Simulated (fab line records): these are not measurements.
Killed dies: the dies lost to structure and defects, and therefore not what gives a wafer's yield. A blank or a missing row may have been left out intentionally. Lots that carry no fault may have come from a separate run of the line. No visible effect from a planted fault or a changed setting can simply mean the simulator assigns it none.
Which of the tools did it?    flow sky130    11 lots, 33 wafers sampled, at 7 steps of a route of 708

WHAT THE GAUGES SHOWED, per wafer
SKY_SONOS_ONO_CD_MEAS_13 targets a cd of 410 nm.
lot   measured      on         cd-nm (nm)
L658  day 13 04:42  cd-sem-02  410.4 409.7 414.6
L659  day 13 15:07  cd-sem-02  408.3 407.7 406.0
L662  day 14 19:32  cd-sem-02  411.1 412.4 413.6
L668  day 16 17:41  cd-sem-02  409.3 410.5 412.1
L671  day 17 14:26  cd-sem-01  409.4 410.1 409.2
L672  day 18 02:40  cd-sem-02  409.1 408.4 407.1
L674  day 20 02:21  cd-sem-01  410.3 413.5 414.0
L677  day 20 03:32  cd-sem-02  408.4 408.8 409.6
L676  day 20 10:51  cd-sem-01  413.6 414.3 414.6
L678  day 20 17:03  cd-sem-01  411.5 412.7 410.6
L679  day 20 23:00  cd-sem-02  407.7 414.0 411.7

SKY_POLY_GATE_CD_MEAS_13 targets a cd of 150 nm.
lot   measured      on         cd-nm (nm)
L658  day 16 22:31  cd-sem-02  151.8 151.1 150.2
L659  day 17 09:21  cd-sem-02  151.5 151.9 151.6
L662  day 18 19:10  cd-sem-01  152.0 150.7 151.0
L668  day 20 17:11  cd-sem-02  150.4 150.2 151.7
L671  day 22 14:25  cd-sem-01  150.7 151.3 151.1
L672  day 22 13:24  cd-sem-01  149.8 149.5 151.5
L674  day 24 02:08  cd-sem-01  149.7 149.7 149.7
L677  day 24 02:26  cd-sem-02  150.5 149.2 151.5
L676  day 24 06:47  cd-sem-01  149.1 149.8 149.7
L678  day 25 03:38  cd-sem-01  148.6 149.5 148.6
L679  day 25 08:42  cd-sem-01  149.3 149.7 150.2

SKY_LDD_P_CD_MEAS_07 targets a cd of 380 nm.
lot   measured      on         cd-nm (nm)
L658  day 19 15:06  cd-sem-01  379.5 377.1 380.1
L659  day 20 02:03  cd-sem-02  - - -
L662  day 21 14:16  cd-sem-01  376.5 379.2 378.5
L668  day 23 17:49  cd-sem-01  376.1 376.1 378.0
L671  day 25 05:49  cd-sem-01  381.2 379.2 381.2
L672  day 25 05:24  cd-sem-01  380.3 383.8 380.8
L674  day 26 17:09  cd-sem-02  380.3 380.3 381.2
L677  day 26 18:16  cd-sem-01  383.4 384.5 383.0
L676  day 26 21:03  cd-sem-01  382.1 383.4 384.9
L678  day 27 18:06  cd-sem-01  375.0 377.8 376.2
L679  day 27 22:29  cd-sem-01  379.9 385.0 383.8

SKY_LDD_P_TW_MEAS_11.
lot   measured      on             LDD_P_TW
L658  day 19 15:30  film-metro-03  641.0 638.8 641.8
L659  day 20 02:27  film-metro-03  29.9 30.0 30.1
L662  day 21 14:40  film-metro-03  638.7 639.5 643.1
L668  day 23 18:14  film-metro-01  636.7 638.3 639.1
L671  day 25 06:13  film-metro-03  636.6 641.2 637.2
L672  day 25 05:48  film-metro-03  635.0 636.4 638.0
L674  day 26 17:33  film-metro-01  636.9 634.5 634.6
L677  day 26 18:40  film-metro-04  640.0 635.2 635.5
L676  day 26 21:27  film-metro-03  637.8 640.3 638.1
L678  day 27 18:30  film-metro-03  636.1 638.9 637.6
L679  day 27 22:52  film-metro-04  640.0 640.1 639.1

SKY_LDD_HVP_TW_MEAS_10.
lot   measured      on             LDD_HVP_TW
L658  day 22 11:49  film-metro-02  454.6 454.8 456.4
L659  day 22 15:40  film-metro-03  698.6 698.6 698.1
L662  day 24 00:14  film-metro-04  458.0 460.1 457.9
L668  day 26 04:46  film-metro-03  456.5 457.7 458.5
L671  day 27 17:24  film-metro-02  458.1 456.7 458.3
L672  day 27 16:47  film-metro-04  458.4 458.4 459.1
L674  day 29 03:17  film-metro-04  459.5 459.1 459.7
L677  day 29 04:29  film-metro-04  459.4 456.8 458.3
L676  day 29 07:07  film-metro-03  458.2 457.9 458.7
L678  day 30 02:56  film-metro-04  457.8 460.3 459.0
L679  day 30 07:33  film-metro-03  460.0 458.9 461.6

TOOL THAT RAN EACH LOT (tool first, then ch and the chambers of the sampled wafers, then the start)
lot   SKY_LDD_P_EXPOSE_04                  SKY_LDD_HVP_STRIP_09
L658  iline-stepper-01 ch 0, day 18 23:52  plasma-asher-04 ch 0,1, day 22 11:42
L659  iline-stepper-02 ch 0, day 19 11:42  plasma-asher-02 ch 1, day 22 15:33
L662  iline-stepper-02 ch 0, day 20 23:55  plasma-asher-01 ch 0,1, day 24 00:09
L668  iline-stepper-01 ch 0, day 22 23:53  plasma-asher-01 ch 0,1, day 26 04:40
L671  iline-stepper-02 ch 0, day 24 15:03  plasma-asher-02 ch 0,1, day 27 17:18
L672  iline-stepper-02 ch 0, day 24 14:05  plasma-asher-02 ch 0,1, day 27 16:40
L674  iline-stepper-01 ch 0, day 26 04:18  plasma-asher-04 ch 0,1, day 29 03:10
L677  iline-stepper-02 ch 0, day 26 05:22  plasma-asher-04 ch 0,1, day 29 04:24
L676  iline-stepper-02 ch 0, day 26 09:06  plasma-asher-01 ch 0,1, day 29 07:00
L678  iline-stepper-01 ch 0, day 27 02:47  plasma-asher-01 ch 0,1, day 30 02:49
L679  iline-stepper-02 ch 0, day 27 09:20  plasma-asher-02 ch 0,1, day 30 07:27
- SKY_LDD_P_EXPOSE_04: exposes mask PSDM, target cd 380 nm.
- SKY_LDD_HVP_STRIP_09: strips in O2/N2.

AS READ BY THE TOOLS THEMSELVES (means over the sampled wafers that have a number; for cases with no such wafer, the mark the record gives instead)
SKY_LDD_HVP_STRIP_09.
lot   tool             drypump-motor-current-A (A)  oes-product-au (a.u.)  strip-time-to-endpoint-s (s)
L658  plasma-asher-04  6.0                          0.407                  4.120
L659  plasma-asher-02  5.6                          0.407                  4.124
L662  plasma-asher-01  6.3                          0.407                  4.129
L668  plasma-asher-01  6.3                          0.404                  4.152
L671  plasma-asher-02  5.4                          0.406                  4.124
L672  plasma-asher-02  5.5                          0.413                  4.155
L674  plasma-asher-04  6.0                          0.404                  4.135
L677  plasma-asher-04  6.0                          0.408                  4.142
L676  plasma-asher-01  6.3                          0.405                  4.127
L678  plasma-asher-01  6.0                          0.409                  4.152
L679  plasma-asher-02  5.5                          0.413                  4.139

THE ANSWER, worked out from the rows above alone
Rule: the usual values come from the lots themselves. The widest of any qualifying gaps counts: lots, ordered by their means at a reading, are off when they make up no more than a third of the lots, leave a main group of 4 or more, and stand apart from it by 3 or more times the standard deviation of that group's means. If all means in a main group match to the digits the tables above print for the reading, that group is not used. A lot without any number at a reading at which 4 lots or more have one is off too. Any other lot the step has rows for is counted as sound. The gauges are gone through in route order, then the tools' own readings, and for those a lot's mean is taken as printed above. The first step at which some lot is off is used, and at that step the reading that is off furthest; a lot without a number counts as furthest.
Off at SKY_LDD_P_CD_MEAS_07 (cd-nm): L659. Without a number there: L659. The main group: mean 380.3 nm, standard deviation 2.6.
If a tool, at a process step before that reading, ran all the lots that are off and no sound lot after the first of them, it fits. The gauges at SKY_LDD_P_CD_MEAS_07 aren't tried: what is off there is off at SKY_LDD_P_TW_MEAS_11 too, on other tools, and a gauge's error can't cause that. Of those tried, none fits.

WHAT THE SIMULATOR HAD INSERTED
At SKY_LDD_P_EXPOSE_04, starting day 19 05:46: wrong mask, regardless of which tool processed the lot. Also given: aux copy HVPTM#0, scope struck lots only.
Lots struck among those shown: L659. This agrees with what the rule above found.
